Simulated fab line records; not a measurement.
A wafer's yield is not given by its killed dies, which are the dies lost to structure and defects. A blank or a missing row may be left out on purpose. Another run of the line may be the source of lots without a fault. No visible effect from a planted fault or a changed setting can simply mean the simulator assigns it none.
Problem report in the 8D (eight disciplines) form, filled by code / flow sky130 / the parts of the form that need people (team, actions taken, sign-off) are left out

## 1. WHAT WENT WRONG
CAPM_TIN_RS at SKY_CAPM_RS_MEAS_03 reads a mean of 8.66 ohm/sq on 1 wafer of 1 lot; wafers without a fault read 6.91 ohm/sq with a standard deviation of 0.095. Measured from the usual mean, that is +18 standard deviations.
The step: measures by four-point-probe.
First observed at day 40 23:16: wafer L361.4, on film_metro-01. At this step, 30 wafers from 10 lots have a number in the record. The rule behind "out" and "out of limits": a value lying over 4 standard deviations away from the usual mean. Any other wafer with a number is counted as sound.

## 2. WHAT IT IS AND WHAT IT IS NOT
question=which readings at this step | is=CAPM_TIN_RS | is not=-
question=which lots | is=L361 | is not=L347, L348, L349, L350, L351, L352, L353, L359, L368
question=which wafers of those lots | is=L361.4 | is not=L361.2, L361.6
question=read on which gauges | is=film_metro-01 | is not=film_metro-02, film_metro-03
question=when | is=from day 40 23:16 | is not=up to then (26 sound wafers); but 3 sound wafers of L368 came after

## 3. THE SUSPECTS, EACH WITH WHAT RULES IT OUT
Counting: if a tool at a process step up to the reading ran every lot that is out, it stays a suspect. Sound lots after the first of them don't rule it out here, since some wafers of a struck lot are sound.
- the gauge at SKY_CAPM_RS_MEAS_03: ruled out. All the wafers that are out were read on film_metro-01, but those of them that SKY_CAPM_METAL_ETCH_13 has rows for are out there too, on other tools.
- cvd_w-01 at SKY_LI_CONTACT_CVD_21 (deposits W, target thk 400 nm, time 120.56 s): kept. L361, the lot that is out, went through it at day 34 00:29; up to then, the latest sound lot through it was L353 at day 31 03:24.
- pvd_sputter-01 at SKY_CAPM_SPUTTER_02 (material TiN, target thk 200 nm, time 166.7 s): kept. L361, the lot that is out, went through it at day 40 23:08; up to then, the latest sound lot through it was L351 at day 37 20:47.
Remaining after the count are cvd_w-01 at SKY_LI_CONTACT_CVD_21 and pvd_sputter-01 at SKY_CAPM_SPUTTER_02.

## 4. THE CAUSE (what the simulator had put in)
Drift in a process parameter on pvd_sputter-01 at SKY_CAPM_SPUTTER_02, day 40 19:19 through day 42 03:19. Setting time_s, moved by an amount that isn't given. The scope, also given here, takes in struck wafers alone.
2 suspects survive the count, and this tool is in that group.

## 5. THE CHAIN OF EFFECTS, in route order
One row per reading whose mean, taken over the struck wafers that have a number, lies over 3 standard deviations from the usual. Readings are gone through only where the record gives a usual standard deviation; hours: the median, over the lots, of the time from a lot's start at the first step in this table giving one to that lot's start at this step; sigmas: the change measured in usual standard deviations.
hours=0; step=SKY_CAPM_RS_MEAS_03; reading=CAPM_TIN_RS; usual=6.91 ohm/sq; on struck wafers=8.66; change=+1.75; sigmas=+18
hours=0; step=SKY_CAPM_THK_MEAS_04; reading=CAPM_TIN_THK; usual=201.1 nm; on struck wafers=160.7; change=-40.4; sigmas=-14
hours=24; step=SKY_CAPM_METAL_ETCH_13; reading=oes_product_au; usual=0.941 a.u.; on struck wafers=0.835; change=-0.106; sigmas=-12
hours=24; step=SKY_CAPM_METAL_ETCH_13; reading=throttle_valve_pct; usual=21.902 %; on struck wafers=21.973; change=+0.071; sigmas=+6.5
Here are the process steps it includes:
- SKY_CAPM_METAL_ETCH_13: etches TiN in Cl2/BCl3, stops on SiO2, target depth 220 nm, time 62.9 s.

## 6. WHAT WOULD HAVE CAUGHT IT SOONER
In this record the first reading out of limits at a measuring or inspecting step was taken at day 40 23:16, 4 hours after the fault began at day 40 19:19.
An alarm limit of 4 standard deviations would not have fired on the tool readings at SKY_CAPM_SPUTTER_02 for which the record gives a usual standard deviation, since none of them was out on any struck wafer.
The start of SKY_CAPM_SPUTTER_02 on pvd_sputter-01 came by day 40 23:16 for every one of the lots that are out (1). Holding the tool at that point would not have protected any of them.
